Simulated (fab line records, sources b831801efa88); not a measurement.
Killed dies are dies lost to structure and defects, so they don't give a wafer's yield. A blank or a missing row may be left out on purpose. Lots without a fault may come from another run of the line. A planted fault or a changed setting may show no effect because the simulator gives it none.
fab line records | flow sky130
record lots=4 wafers=12 last_day=48
route steps=708 shown POLY_CUT@317 SD_P@320 RES_XHIGH@333 SD_N@342 PAD_OPEN@708
lots that met no fault: from a run of the same line without faults
start_h: hours from the record's first day to the start of the lot's first wafer shown | wait_h: hours since the lot's step before | " the same as in the row above | L1.1+2: a row that stands for several wafers | - no value, or no start given | * or withheld: withheld | < > ~ a bound
route shown NAME@n: a module of which the file shows steps, and the number in the route of the first | usual: mean/standard deviation of fault-free wafers | same: alike in all rows | chamber/n: place in a boat | sites: the reading at each site | _std_site: their standard deviation | _edge_site: outer sites' mean less inner sites' | radius_mm: how far each site lies from the wafer's centre | mask NAME#n: copy n | behind: the tool/chamber that last shaped the wafer | hold: why the lot was held/for how many hours/how that ended | device: the transistor (n, p or np) that didn't switch | end of line: the same wafers' tests at the end of the route | a step without rows: its recipe alone | killed: dies lost to structure and defects at the first sort, not the wafer's yield | map: a wafer's dies, x killed, . not, _ none there
set.NAME: the setting as run; set.NAME@STEP: as run at that earlier step | model.NAME: the simulator's own value behind a step, which no gauge read
lots at some steps of the route; a table a step, a row a wafer
services: from which hour (start_h, from the record's first day; less than 0 if before it) a tool's chamber was out of use, for how many hours, and why
## steps
# step SKY_POLY_CUT_ETCH_10
# recipe chemistry=N2/H2 target=BARC ion_energy_ev=200 source_w=500 bias_w=100 pressure_mtorr=30 n2_flow_sccm=100 h2_flow_sccm=200 stop_on=SiO2 time_s=45.9 target_depth_a=600
# step SKY_POLY_CUT_ETCH_11
# recipe target=Si3N4 chemistry=CF4/CH2F2/Ar stop_on=poly-Si source_w=600 bias_w=150 pressure_mtorr=40 cf4_flow_sccm=40 ch2f2_flow_sccm=20 Ar_flow_sccm=150 time_s=42.5 target_depth_a=600
# step SKY_POLY_CUT_STRIP_12
# recipe chemistry=O2/N2 power_w=1400 pressure_mtorr=1500 platen_temp_c=withheld o2_flow_sccm=3000 n2_flow_sccm=300 overash_fraction=0.5
# step SKY_SD_P_DEHYDRATE_00
# recipe temp_c=200 time_s=60
# step SKY_SD_P_HMDS_01
# recipe prime_time_s=60 prime_temp_c=120
# step SKY_SD_P_COAT_02
# recipe resist=NOVOLAK spin_rpm=3000 resist_thk_nm=1140
# step SKY_SD_P_SOFTBAKE_03
# recipe temp_c=90 time_s=60 resist=NOVOLAK
# step SKY_SD_P_EXPOSE_04
# recipe mask_id=PSDM na=0.6 source_shape=conventional sigma_outer=0.6 polarization=unpolarized target_cd_nm=380 dose_mj=138
# step SKY_SD_P_PEB_05
# recipe temp_c=withheld time_s=* resist=NOVOLAK
# step SKY_SD_P_DEVELOP_06
# recipe resist=NOVOLAK developer=TMAH develop_time_s=60 dev_temp_c=23
# step SKY_SD_P_IMPLANT_09
# recipe species=BF2 energy_kev=20 dose_cm2=3e+15 tilt_deg=0
# usual beam_on_s=12.0/0.85 faraday_current_uA=13696/950
# columns lot.wafer tool chamber start_h wait_h beam_on_s faraday_current_uA
L578.1 implanter-01 0 592.68 0.0 10.6 15310
L578.4 " 0 " " 11.1 14679
L578.6 " 0 " " 11.0 14777
L580.3 implanter-01 0 607.60 0.1 8.6 18960
L580.4 " 0 " " 8.4 19216
L580.6 " 0 " " 8.3 19506
L582.1 implanter-01 0 624.30 0.0 8.5 18891
L582.4 " 0 " " 8.4 19402
L582.5 " 0 " " 8.7 18558
L589.3 implanter-04 0 701.13 0.1 12.0 13579
L589.4 " 0 " " 12.2 13374
L589.5 " 0 " " 12.5 13094
# step SKY_SD_P_STRIP_10
# recipe chemistry=O2/N2 power_w=1400 pressure_mtorr=1500 platen_temp_c=withheld o2_flow_sccm=3000 n2_flow_sccm=300 overash_fraction=0.5
# usual drypump_motor_current_A=5.4/0.34 oes_product_au=0.617/0.0042 strip_time_to_endpoint_s=17.49/0.042
# columns lot.wafer tool chamber start_h wait_h drypump_motor_current_A oes_product_au rf_hours_counter_h strip_time_to_endpoint_s
L578.1 plasma_asher-02 0 592.83 0.1 5.7 0.617 81 17.49
L578.4 " 1 " " 5.5 0.622 - 17.47
L578.6 " 1 " " 5.5 0.610 - 17.46
L580.3 plasma_asher-04 1 607.73 0.1 5.0 0.629 - 17.03
L580.4 " 0 " " 5.3 0.630 - 17.02
L580.6 " 0 " " 5.3 0.633 - 17.08
L582.1 plasma_asher-03 0 624.45 0.1 6.0 0.627 22 16.96
L582.4 " 1 " " 5.9 0.625 - 16.99
L582.5 " 1 " " 5.9 0.627 - 16.95
L589.3 plasma_asher-04 0 701.26 0.1 5.3 0.617 - 17.53
L589.4 " 1 " " 5.0 0.623 - 17.51
L589.5 " 1 " " 5.0 0.619 - 17.47
# step SKY_SD_P_TW_MEAS_11
# usual SD_P_TW=2829/24
# columns lot.wafer tool chamber start_h wait_h hold SD_P_TW
L578.1 film_metro-02 - 592.93 0.1 - 2814
L578.4 " - " " - 2830
L578.6 " - " " - 2821
L580.3 film_metro-02 - 607.82 0.1 await_dispo/0.2h/release 2685
L580.4 " - " " await_dispo/0.2h/release 2673
L580.6 " - " " await_dispo/0.2h/release 2670
L580.3 film_metro-02 - 608.05 0.2 - 2664
L580.4 " - " " - 2674
L580.6 " - " " - 2685
L582.1 film_metro-02 - 624.55 0.1 await_dispo/0.2h/release 2667
L582.4 " - " " await_dispo/0.2h/release 2681
L582.5 " - " " await_dispo/0.2h/release 2683
L582.1 film_metro-02 - 624.78 0.2 - 2683
L582.4 " - " " - 2682
L582.5 " - " " - 2675
L589.3 film_metro-04 - 701.35 0.1 - 2864
L589.4 " - " " - 2863
L589.5 " - " " - 2847
# step SKY_RES_XHIGH_HMDS_01
# recipe prime_time_s=60 prime_temp_c=120
# step SKY_RES_XHIGH_COAT_02
# recipe resist=NOVOLAK spin_rpm=3000 resist_thk_nm=1140
# step SKY_RES_XHIGH_SOFTBAKE_03
# recipe temp_c=90 time_s=60 resist=NOVOLAK
# step SKY_RES_XHIGH_EXPOSE_04
# recipe mask_id=URPM na=0.6 source_shape=conventional sigma_outer=0.6 polarization=unpolarized target_cd_nm=1270 dose_mj=140
# step SKY_RES_XHIGH_PEB_05
# recipe temp_c=withheld time_s=* resist=NOVOLAK
# step SKY_RES_XHIGH_DEVELOP_06
# recipe resist=NOVOLAK developer=TMAH develop_time_s=60 dev_temp_c=23
# step SKY_RES_XHIGH_IMPLANT_07
# recipe species=BF2 energy_kev=20 dose_cm2=3.538e+14 tilt_deg=0
# step SKY_RES_XHIGH_STRIP_08
# recipe chemistry=O2/N2 power_w=1400 pressure_mtorr=1500 platen_temp_c=withheld o2_flow_sccm=3000 n2_flow_sccm=300 overash_fraction=0.5
# step SKY_SD_N_DEHYDRATE_00
# recipe temp_c=200 time_s=60
# step SKY_SD_N_HMDS_01
# recipe prime_time_s=60 prime_temp_c=120
# step SKY_SD_N_COAT_02
# recipe resist=NOVOLAK spin_rpm=3000 resist_thk_nm=1140
# step SKY_SD_N_SOFTBAKE_03
# recipe temp_c=90 time_s=60 resist=NOVOLAK
# step SKY_SD_N_EXPOSE_04
# recipe mask_id=NSDM na=0.6 source_shape=conventional sigma_outer=0.6 polarization=unpolarized target_cd_nm=380 dose_mj=141
# step SKY_SD_N_PEB_05
# recipe temp_c=withheld time_s=* resist=NOVOLAK
# step SKY_SD_N_DEVELOP_06
# recipe resist=NOVOLAK developer=TMAH develop_time_s=60 dev_temp_c=23
# step SKY_SD_N_IMPLANT_09
# recipe species=As energy_kev=50 dose_cm2=4e+15 tilt_deg=0
# step SKY_SD_N_IMPLANT_10
# recipe species=P energy_kev=20 dose_cm2=1e+14 tilt_deg=0
# step SKY_SD_N_STRIP_11
# recipe chemistry=O2/N2 power_w=1400 pressure_mtorr=1500 platen_temp_c=withheld o2_flow_sccm=3000 n2_flow_sccm=300 overash_fraction=0.5
# step SKY_SD_N_CLEAN_13
# recipe chemistry=SC1/SC2 mix=1:4:20 temp_c=70 time_s=150 dry=n2_spin
# step SKY_SD_N_RTA_14
# recipe temp_c=1075 time_s=2 idle_temp_c=650 ramp_up_c_per_s=150 ramp_down_c_per_s=90 ambient=N2
# step SKY_SD_N_RS_MEAS_17
# recipe thk_meas_gauge=four-point-probe
# usual SD_P_RS=147.1/0.39
# columns lot.wafer tool chamber start_h wait_h hold SD_P_RS[ohm/sq]
L578.1 film_metro-04 - 651.60 0.1 - 147.3
L578.4 " - " " - 147.4
L578.6 " - " " - 147.3
L580.3 film_metro-02 - 666.14 0.1 await_dispo/0.2h/release 151.0
L580.4 " - " " await_dispo/0.2h/release 150.5
L580.6 " - " " await_dispo/0.2h/release 149.9
L580.3 film_metro-02 - 666.61 0.5 - 150.8
L580.4 " - " " - 150.8
L580.6 " - " " - 150.5
L582.1 film_metro-04 - 682.30 0.1 await_dispo/0.2h/release 151.4
L582.4 " - " " await_dispo/0.2h/release 151.9
L582.5 " - " " await_dispo/0.2h/release 151.6
L582.1 film_metro-04 - 682.58 0.3 - 152.0
L582.4 " - " " - 151.8
L582.5 " - " " - 151.6
L589.3 film_metro-02 - 757.84 0.1 - 146.2
L589.4 " - " " - 147.0
L589.5 " - " " - 146.8
# step SKY_PAD_OPEN_PROBE_99
# usual killed_at_M0_to_M3=42/6.7 killed_at_M4_up=3.4/2 killed_at_contacts=24/5.1 killed_at_front_end=14/4.2 killed_at_other=0.2/0.49 killed_dies=84/8.4 killed_open=46/7 killed_short=39/5.8
# same gross_dies=492 killed_at_back_side=0
# columns lot.wafer tool chamber start_h wait_h killed_at_M0_to_M3 killed_at_M4_up killed_at_contacts killed_at_front_end killed_at_other killed_dies killed_open killed_short model.etest.res_high_po.line_ohm_um model.etest.licon_high_po.rc_ohm model.etest.res_pdiff.line_ohm_um model.etest.pfet_01v8.r_on_ohm_um model.etest.res_high_po.rs_ohm_sq model.etest.licon_pdiff.rc_ohm model.etest.res_pdiff_hv.rs_ohm_sq model.etest.res_pdiff.rs_ohm_sq
L578.1 prober-02 - 1083.41 0.1 57 3 18 12 1 91 53 38 761.7 348.3 1410 2904 266.9 569.9 193 198.7
L578.4 prober-02 - 1083.56 0.2 40 8 22 14 0 84 40 44 751.8 352.6 1385 2931 265 583.2 193.9 199
L578.6 prober-02 - 1083.66 0.2 39 6 20 15 0 80 42 38 754.4 346.4 1406 2852 261.9 569.4 195.2 198.8
L580.3 prober-02 - 1094.01 0.2 37 1 29 20 0 87 40 47 916.9 499.6 1470 3062 324.1 627.2 207.6 215.1
L580.4 prober-02 - 1094.06 0.2 37 2 24 18 0 81 49 32 899.8 493.1 1510 3034 314 610.4 208.3 215
L580.6 prober-02 - 1094.16 0.2 45 4 24 19 0 92 51 41 884.5 482.8 1445 2992 314.2 620.1 207.4 211.6
L582.1 prober-02 - 1105.61 0.1 40 3 20 11 0 74 41 33 936.5 532.1 1454 2924 328.8 651.2 203.7 209.5
L582.4 prober-02 - 1105.76 0.2 27 6 27 17 1 78 50 28 924.2 526.2 1484 3011 325.1 641 204.3 209.8
L582.5 prober-02 - 1105.81 0.2 39 5 25 7 0 76 45 31 927.4 485.1 1419 2906 321.7 631.8 203.2 209.6
L589.3 prober-02 - 1156.52 0.2 51 4 23 9 0 87 47 40 745.3 349.4 1360 2831 261.2 562.5 189.5 196
L589.4 prober-02 - 1156.57 0.2 51 4 31 14 1 101 57 44 747.3 338.4 1372 2885 259.6 568.3 190.4 197.6
L589.5 prober-02 - 1156.62 0.2 44 3 16 13 2 78 37 41 737.2 348.3 1336 2873 262.3 610.6 192.4 198.3
# killed by level:class
L578.1 VIA2:geometric_particle:open=11 VIA1:geometric_particle:open=9 METAL2:geometric_particle:short=7 LI_CONTACT:geometric_particle:open=6 CONTACT:geometric_particle:open=6 VIA3:geometric_particle:open=6 METAL3:geometric_particle:short=6 VIA2:geometric_particle:short=5
L578.4 CONTACT:geometric_particle:open=7 VIA3:geometric_particle:open=6 VIA1:geometric_particle:open=6 METAL2:geometric_particle:short=6 METAL4:geometric_particle:short=6 LI_CONTACT:geometric_particle:open=5 CONTACT:geometric_particle:short=5 METAL1:geometric_particle:short=5
L578.6 VIA1:geometric_particle:open=10 VIA3:geometric_particle:open=7 LI_CONTACT:geometric_particle:open=5 METAL2:geometric_particle:short=5 FIELD_ISO:geometric_particle:short=4 FIELD_ISO:geometric_particle:open=4 CONTACT:geometric_particle:short=4 CONTACT:geometric_particle:open=4
L580.3 METAL1:geometric_particle:short=8 CONTACT:geometric_particle:open=7 VIA1:geometric_particle:open=7 FIELD_ISO:geometric_particle:short=6 LI_CONTACT:geometric_particle:open=6 LOCAL_INTERCONNECT:geometric_particle:short=6 VIA3:geometric_particle:open=6 VIA1:geometric_particle:short=6
L580.4 VIA1:geometric_particle:open=10 CONTACT:geometric_particle:open=9 LI_CONTACT:geometric_particle:open=8 POLY_GATE:geometric_particle:open=7 METAL2:geometric_particle:short=6 METAL1:geometric_particle:short=5 LI_CONTACT:geometric_particle:short=4 VIA3:geometric_particle:open=4
L580.6 VIA1:geometric_particle:open=13 CONTACT:geometric_particle:open=11 POLY_GATE:geometric_particle:short=6 FIELD_ISO:geometric_particle:open=5 LOCAL_INTERCONNECT:geometric_particle:short=5 METAL1:geometric_particle:short=5 VIA2:geometric_particle:short=5 METAL2:geometric_particle:open=5
L582.1 VIA3:geometric_particle:open=9 VIA1:geometric_particle:open=8 CONTACT:geometric_particle:open=6 METAL1:geometric_particle:short=5 LI_CONTACT:geometric_particle:open=5 VIA1:geometric_particle:short=5 POLY_GATE:geometric_particle:short=4 LOCAL_INTERCONNECT:geometric_particle:short=4
L582.4 CONTACT:geometric_particle:open=11 LI_CONTACT:geometric_particle:open=7 VIA1:geometric_particle:open=7 FIELD_ISO:geometric_particle:open=6 POLY_GATE:geometric_particle:open=5 METAL4:geometric_particle:short=4 LOCAL_INTERCONNECT:geometric_particle:short=4 VIA2:geometric_particle:open=4
L582.5 VIA2:geometric_particle:open=11 CONTACT:geometric_particle:open=9 LI_CONTACT:geometric_particle:open=8 VIA1:geometric_particle:short=8 VIA3:geometric_particle:open=5 METAL4:geometric_particle:short=5 VIA3:geometric_particle:short=4 VIA1:geometric_particle:open=4
L589.3 VIA1:geometric_particle:open=11 METAL2:geometric_particle:short=9 CONTACT:geometric_particle:open=8 VIA1:geometric_particle:short=7 LOCAL_INTERCONNECT:geometric_particle:short=6 VIA2:geometric_particle:open=6 METAL1:geometric_particle:short=5 VIA3:geometric_particle:open=5
L589.4 VIA1:geometric_particle:open=15 CONTACT:geometric_particle:open=12 LI_CONTACT:geometric_particle:open=7 CONTACT:geometric_particle:short=7 VIA2:geometric_particle:open=6 VIA2:geometric_particle:short=6 FIELD_ISO:geometric_particle:open=5 VIA1:geometric_particle:short=5
L589.5 VIA3:geometric_particle:open=7 CONTACT:geometric_particle:open=6 METAL2:geometric_particle:short=6 VIA2:geometric_particle:open=6 CONTACT:geometric_particle:short=5 METAL1:geometric_particle:short=5 VIA1:geometric_particle:short=5 FIELD_ISO:geometric_particle:short=4
## services
# columns tool chamber start_h hours kind
implanter-01 - 575.99 1.4 repair
implanter-04 - 576.89 0.8 repair
implanter-04 - 623.29 2.2 repair
implanter-04 - 648.76 0.6 repair
implanter-01 - 661.42 4.7 pm
plasma_asher-02 - 691.14 0.9 repair
## key
first_sign step=SKY_SD_P_IMPLANT_09 reading=faraday_current_uA direction=up sigmas=5.7 usual=13696 struck=19089
effect step=SKY_SD_P_IMPLANT_09 reading=beam_on_s direction=down sigmas=4.1 usual=12.0 struck=8.5
effect step=SKY_SD_P_STRIP_10 reading=strip_time_to_endpoint_s direction=down sigmas=12 usual=* struck=*
effect step=SKY_SD_P_TW_MEAS_11 reading=visit direction=added
effect step=SKY_SD_P_TW_MEAS_11 reading=SD_P_TW direction=down sigmas=6.4 usual=2829 struck=2676
effect step=SKY_SD_N_RS_MEAS_17 reading=SD_P_RS direction=up sigmas=10 usual=147.1 struck=151.0
model_effect step=SKY_PAD_OPEN_PROBE_99 value=etest.res_high_po.line_ohm_um without=753.9 struck=914.9
met_at SKY_SD_P_IMPLANT_09
struck_wafers L580.3,L580.4,L580.6,L582.1,L582.4,L582.5
tester_left_out L580,L582
onset_between 592.68 607.60
fault kind=process_parameter_drift tool=implanter-01 chamber=- onset_h=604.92 steps=SKY_SD_P_IMPLANT_09 channel=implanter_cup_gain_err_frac offset=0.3 shape=step end_h=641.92
# tester_left_out: of these lots the tester's yield and bins aren't shown, on N5 and GAA mostly nor the transistor test; their killed dies are dies lost to structure and defects alone, not to doping, threshold or leakage, so they don't give the yield
